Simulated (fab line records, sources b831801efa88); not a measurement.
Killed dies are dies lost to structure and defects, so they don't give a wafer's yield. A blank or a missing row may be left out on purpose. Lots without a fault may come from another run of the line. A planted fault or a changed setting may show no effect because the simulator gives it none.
A struck lot beside a sound one | flow sky130 | 16 steps out of a route of 708
Sound: wafers L271.2, L271.3, L271.4. Struck: wafers L278.1, L278.2, L278.4. The cause comes at the end.
At each step with rows: each side's tool, then ch and its chambers, then its first start. Under that, the readings that differ: sound wafers | struck wafers | difference of the means | sigmas: that difference in standard deviations of wafers without a fault.
alike: readings whose means differ by less than 2 such deviations, and words and numbers that are the same on both sides. not compared: withheld readings, readings that some wafer has no value for, bounds like >300 that may hide the same value, and numbers for which the record gives no deviation and whose values overlap.
The two part at a step that has a row with sigmas, a row that says differs or no value, or rows on one side only. Numbers that don't overlap but have no deviation are shown without sigmas and don't part them. A reading that every wafer of one side lacks parts them only if that side has two wafers or more.

first, 3 steps without rows for these wafers: SKY_METAL1_EXPOSE_12 (exposes mask MM1, target cd 140 nm); SKY_METAL1_PEB_13; SKY_METAL1_DEVELOP_14 (develop time 60 s).
SKY_METAL1_CD_MEAS_15: target cd 140 nm.
  sound on cd_sem-02, day 33 18:37; struck on cd_sem-01, day 35 21:29
  alike: cd_nm
SKY_METAL1_OVL_MEAS_16:
  sound on overlay-02, day 33 18:43; struck on overlay-01, day 35 21:37
  reading         | sound  | struck     | difference | sigmas
  METAL1_OVL (nm) | -1 3 1 | -14 -9 -16 | -14        | -2
SKY_METAL1_DESCUM_17: chemistry O2, time 8 s.
  sound on rie_metal-02 ch 0,1, day 33 18:45; struck on rie_metal-04 ch 0,1, day 35 21:39
  alike: drypump_motor_current_A, oes_product_au
  not compared: rf_hours_counter_h
SKY_METAL1_ETCH_18: etches BARC in N2/H2, stops on SiO2, time 45.9 s, target depth 60 nm.
  sound on rie_metal-02 ch 0,1, day 33 18:47; struck on rie_metal-04 ch 0,1, day 35 21:41
  reading                | sound                | struck               | difference | sigmas
  throttle_valve_pct (%) | 13.218 13.211 13.216 | 13.226 13.228 13.242 | +0.017     | +2
  alike: drypump_motor_current_A, oes_product_au
  not compared: rf_hours_counter_h
SKY_METAL1_METAL_ETCH_19: etches the open film in Cl2/BCl3, stops on SiO2, target depth 360 nm, time 78 s.
  sound on rie_metal-02 ch 0,1, day 33 18:50; struck on rie_metal-04 ch 0,1, day 35 21:45
  alike: drypump_motor_current_A, oes_product_au, throttle_valve_pct
  not compared: rf_hours_counter_h
SKY_METAL1_STRIP_20: strips in O2/N2.
  sound on plasma_asher-04 ch 0,1, day 33 18:56; struck on plasma_asher-02 ch 0,1, day 35 21:50
  alike: drypump_motor_current_A, oes_product_au, strip_time_to_endpoint_s
  not compared: rf_hours_counter_h
then, 3 steps without rows for these wafers: SKY_METAL1_STRIP_21 (strips in post etch residue remover, time 1200 s); SKY_METAL1_CLEAN_22 (cleans in IPA, time 180 s); SKY_METAL1_CLEAN_23 (cleans in O3/DIW).
SKY_VIA1_HDPCVD_00: deposits SiO2, target thk 1030 nm, time 171.7 s.
  sound on hdpcvd-02 ch 0,2, day 33 19:32; struck on hdpcvd-02 ch 0,2, day 35 22:28
  reading                                  | sound          | struck            | difference | sigmas
  model.SiO2_of_VIA1_HDPCVD_00.thk_nm (nm) | 1010 1026 1017 | 357.7 368.4 349.6 | -659.1     |
SKY_VIA1_THK_MEAS_01:
  sound on film_metro-02, day 33 19:39; struck on film_metro-02, day 35 22:34
  reading              | sound          | struck      | difference | sigmas
  VIA1_HDPCVD_THK (nm) | 1010 1026 1017 | 358 368 349 | -659       | -60
SKY_VIA1_CMP_02: polishes SiO2.
  sound on cmp-02 ch 0,1,3, day 33 19:42; struck on cmp-02 ch 1,2,3, day 35 22:38
  alike: motor_current_A
-- the record jumps here: 13 days lie between the struck wafers' starts before and after (it left off in module VIA1 and takes up again in module PAD_OPEN, whose first step shown is number 708 of the route) --
SKY_PAD_OPEN_PROBE_99:
  sound on prober-02, day 46 17:31; struck on prober-01, day 48 11:18
  reading                               | sound                | struck               | difference | sigmas
  model.etest.met2_comb.leak_log10_a_um | -11.99 -11.78 -12.09 | -6.909 -6.929 -6.814 | +5.069     |

WHERE THEY PART
First at SKY_METAL1_OVL_MEAS_16; last, within this record, at SKY_VIA1_THK_MEAS_01. Later steps at which nothing parts them and some readings are alike: SKY_VIA1_CMP_02.

WHY: what the simulator had put in
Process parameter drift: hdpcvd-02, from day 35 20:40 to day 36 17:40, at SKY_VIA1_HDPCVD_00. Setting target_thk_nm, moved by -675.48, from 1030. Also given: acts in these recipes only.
